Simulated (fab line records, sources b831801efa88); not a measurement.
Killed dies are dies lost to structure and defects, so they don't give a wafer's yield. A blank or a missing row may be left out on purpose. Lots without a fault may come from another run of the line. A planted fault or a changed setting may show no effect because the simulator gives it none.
Which tool did it? | flow gf180mcu | 11 lots, 33 wafers sampled, at 8 steps of a route of 602

WHAT THE GAUGES READ, wafer by wafer
GF_STI_THK_MEAS_22.
lot  | measured    | on            | STI_OXIDATION_01_THK (nm)
L381 | day 2 02:38 | film_metro-04 | 15.3 15.0 15.4
L382 | day 2 09:05 | film_metro-04 | 15.0 15.0 15.2
L384 | day 2 18:38 | film_metro-03 | 15.0 15.0 15.1
L386 | day 3 05:53 | film_metro-02 | 15.1 14.7 14.9
L387 | day 3 09:32 | film_metro-03 | 15.0 15.0 15.0
L390 | day 4 01:22 | film_metro-03 | 14.5 14.5 14.5
L396 | day 5 08:45 | film_metro-03 | 14.8 14.7 14.9
L397 | day 5 14:28 | film_metro-04 | 14.6 14.6 14.6
L399 | day 6 01:25 | film_metro-03 | 14.5 14.2 14.2
L403 | day 6 20:29 | film_metro-02 | 15.6 15.2 15.1
L404 | day 7 04:05 | film_metro-03 | 14.9 14.7 14.7

GF_NWELL_TW_MEAS_11.
lot  | measured    | on            | NWELL_TW
L381 | day 3 06:43 | film_metro-04 | 1577 1573 1565
L382 | day 3 14:15 | film_metro-02 | 1583 1584 1583
L384 | day 3 23:36 | film_metro-01 | 1578 1572 1579
L386 | day 4 11:37 | film_metro-01 | 1847 1567 1844 1846 1558 1838
L387 | day 4 15:30 | film_metro-04 | 1579 1858 1849 1578 1857 1856
L390 | day 5 07:57 | film_metro-04 | 1580 1864 1872 1582 1846 1852
L396 | day 6 19:49 | film_metro-02 | 1585 1576 1578
L397 | day 6 22:36 | film_metro-04 | 1569 1566 1562
L399 | day 7 10:55 | film_metro-04 | 1572 1578 1569
L403 | day 8 06:30 | film_metro-04 | 1572 1568 1580
L404 | day 8 16:09 | film_metro-01 | 1578 1580 1571

GF_LVPWELL_TW_MEAS_11.
lot  | measured    | on            | LVPWELL_TW
L381 | day 3 20:36 | film_metro-04 | 560 563 562
L382 | day 4 04:11 | film_metro-02 | 563 561 561
L384 | day 4 13:14 | film_metro-01 | 553 555 555
L386 | day 5 02:07 | film_metro-01 | 1403 562 1391 1403 559 1395
L387 | day 5 05:24 | film_metro-01 | 558 1395 1401 559 1391 1399
L390 | day 5 22:35 | film_metro-02 | 565 1404 1406 563 1401 1408
L396 | day 7 10:53 | film_metro-02 | 562 565 565
L397 | day 7 14:18 | film_metro-02 | 565 564 563
L399 | day 8 03:34 | film_metro-01 | 562 562 559
L403 | day 8 23:10 | film_metro-01 | 559 559 560
L404 | day 9 09:05 | film_metro-01 | 561 560 561

GF_MVSD_TW_MEAS_11.
lot  | measured     | on            | MVSD_TW
L381 | day 4 10:39  | film_metro-02 | 1593 1588 1587
L382 | day 4 18:25  | film_metro-02 | 1589 1582 1591
L384 | day 5 03:29  | film_metro-01 | 1574 1573 1582
L386 | day 5 17:19  | film_metro-01 | 1850 1581 1858 1851 1584 1860
L387 | day 5 20:20  | film_metro-01 | 1576 1853 1860 1578 1848 1856
L390 | day 6 13:55  | film_metro-01 | 1567 1855 1858 1585 1863 1855
L396 | day 8 03:20  | film_metro-02 | 1600 1613 1602
L397 | day 8 07:12  | film_metro-01 | 1584 1583 1585
L399 | day 8 19:49  | film_metro-01 | 1571 1577 1572
L403 | day 9 16:41  | film_metro-01 | 1580 1580 1569
L404 | day 10 03:06 | film_metro-02 | 1581 1578 1585

GF_HV_LDD_TW_MEAS_23.
lot  | measured     | on            | HV_LDD_2_TW
L381 | day 10 14:22 | film_metro-01 | 1047 1050 1057
L382 | day 11 02:46 | film_metro-01 | 1050 1046 1048
L384 | day 11 15:40 | film_metro-04 | 1055 1053 1047
L386 | day 12 09:08 | film_metro-04 | 1069 1057 1061
L387 | day 12 17:16 | film_metro-02 | 1058 1059 1053
L390 | day 13 13:07 | film_metro-04 | 1062 1058 1065
L396 | day 15 15:25 | film_metro-04 | 1057 1054 1063
L397 | day 15 21:27 | film_metro-01 | 1054 1065 1052
L399 | day 16 12:26 | film_metro-01 | 1061 1055 1056
L403 | day 17 15:25 | film_metro-02 | 1054 1054 1054
L404 | day 18 04:22 | film_metro-02 | 1058 1053 1052

GF_V1_THK_MEAS_25: measures by xrf.
lot  | measured     | on            | V1_W_THK (nm)
L381 | day 17 22:37 | film_metro-03 | 348 341 346
L382 | day 18 14:52 | film_metro-04 | 360 346 360
L384 | day 19 08:05 | film_metro-03 | 353 346 352
L386 | day 20 04:48 | film_metro-02 | 347 343 351
L387 | day 20 14:06 | film_metro-04 | 349 351 353
L390 | day 21 14:43 | film_metro-04 | 349 353 353
L396 | day 23 20:13 | film_metro-04 | 345 349 351
L397 | day 24 01:40 | film_metro-03 | 341 344 341
L399 | day 24 18:03 | film_metro-02 | 348 346 350
L403 | day 25 19:54 | film_metro-03 | 344 346 341
L404 | day 26 07:31 | film_metro-04 | 359 356 351

WHICH TOOL RAN EACH LOT (tool, then ch and the chambers of the sampled wafers, then the start)
lot  | GF_DNWELL_COAT_02                | GF_DNWELL_STRIP_08
L381 | litho_track-03 ch 0, day 2 10:54 | plasma_asher-04 ch 0,1, day 2 17:40
L382 | litho_track-04 ch 0, day 2 17:49 | plasma_asher-01 ch 0,1, day 3 00:42
L384 | litho_track-02 ch 0, day 3 03:15 | plasma_asher-04 ch 0,1, day 3 09:57
L386 | litho_track-02 ch 0, day 3 14:43 | plasma_asher-04 ch 0,1, day 3 21:12
L387 | litho_track-02 ch 0, day 3 18:45 | plasma_asher-02 ch 0,1, day 4 01:48
L390 | litho_track-02 ch 0, day 4 10:30 | plasma_asher-02 ch 0,1, day 4 17:51
L396 | litho_track-03 ch 0, day 5 20:28 | plasma_asher-02 ch 0,1, day 6 03:57
L397 | litho_track-04 ch 0, day 5 23:21 | plasma_asher-01 ch 0,1, day 6 07:15
L399 | litho_track-04 ch 0, day 6 11:18 | plasma_asher-04 ch 0,1, day 6 18:56
L403 | litho_track-03 ch 0, day 7 06:32 | plasma_asher-04 ch 0,1, day 7 14:15
L404 | litho_track-02 ch 0, day 7 14:24 | plasma_asher-04 ch 1, day 7 22:57
- GF_DNWELL_COAT_02: resist thk 3000 nm.
- GF_DNWELL_STRIP_08: strips in O2/N2.

WHAT THE TOOLS THEMSELVES READ (means of the sampled wafers that have a number; where no wafer has one, the mark that the record gives instead)
GF_DNWELL_STRIP_08.
lot  | tool            | drypump_motor_current_A (A) | heater_power_w (W) | n2_flow_sccm (sccm) | oes_product_au (a.u.) | platen_temp_c (C) | strip_time_to_endpoint_s (s)
L381 | plasma_asher-04 | 6.0                         | 324                | 299.2               | 0.728                 | 249.88            | 37.05
L382 | plasma_asher-01 | 5.7                         | 326                | 299.8               | 0.724                 | 250.08            | 36.91
L384 | plasma_asher-04 | 5.5                         | 319                | 299.4               | 0.718                 | 250.10            | 36.94
L386 | plasma_asher-04 | 5.5                         | 326                | 300.1               | 0.720                 | 250.04            | 26.16
L387 | plasma_asher-02 | 6.0                         | 299                | 299.5               | 0.720                 | 250.10            | 26.12
L390 | plasma_asher-02 | 6.0                         | 305                | 300.3               | 0.718                 | 249.99            | 26.27
L396 | plasma_asher-02 | 6.0                         | 305                | 300.6               | 0.718                 | 250.14            | 37.09
L397 | plasma_asher-01 | 5.6                         | 351                | 300.5               | 0.723                 | 250.23            | 36.98
L399 | plasma_asher-04 | 5.5                         | 330                | 300.7               | 0.718                 | 250.09            | 36.99
L403 | plasma_asher-04 | 6.0                         | 325                | 300.2               | 0.724                 | 249.96            | 37.02
L404 | plasma_asher-04 | 6.4                         | 317                | 299.6               | 0.723                 | 249.88            | 36.83

THE ANSWER, worked out from the rows above alone
Rule: what is usual is taken from the lots themselves. Put in order of their means at a reading, lots are off if they are a third of the lots or fewer, leave a main group of 4 or more, and stand apart from it by a gap of 3 or more times the standard deviation of the main group's means; of several such gaps the widest counts. A main group whose means are all the same, to the digits that the tables above print for the reading, isn't used. A lot without any number at a reading at which 4 lots or more have one is off too. The other lots that the step has rows for count as sound. The gauges are gone through in route order, then the tools' own readings, and for those a lot's mean is taken as printed above. The first step at which some lot is off is used, and at that step the reading that is off furthest; a lot without a number counts as furthest.
Off: L386, L387, L390, at GF_NWELL_TW_MEAS_11 (NWELL_TW). The main group: mean 1575, standard deviation 5.
A tool fits if, at a process step before that reading, it ran every lot that is off, and no sound lot after the first of them. The gauges at GF_NWELL_TW_MEAS_11 aren't tried: what is off there is off at GF_DNWELL_STRIP_08 too, on other tools, and a gauge's error can't cause that. None of those tried fits.

WHAT THE SIMULATOR HAD PUT IN
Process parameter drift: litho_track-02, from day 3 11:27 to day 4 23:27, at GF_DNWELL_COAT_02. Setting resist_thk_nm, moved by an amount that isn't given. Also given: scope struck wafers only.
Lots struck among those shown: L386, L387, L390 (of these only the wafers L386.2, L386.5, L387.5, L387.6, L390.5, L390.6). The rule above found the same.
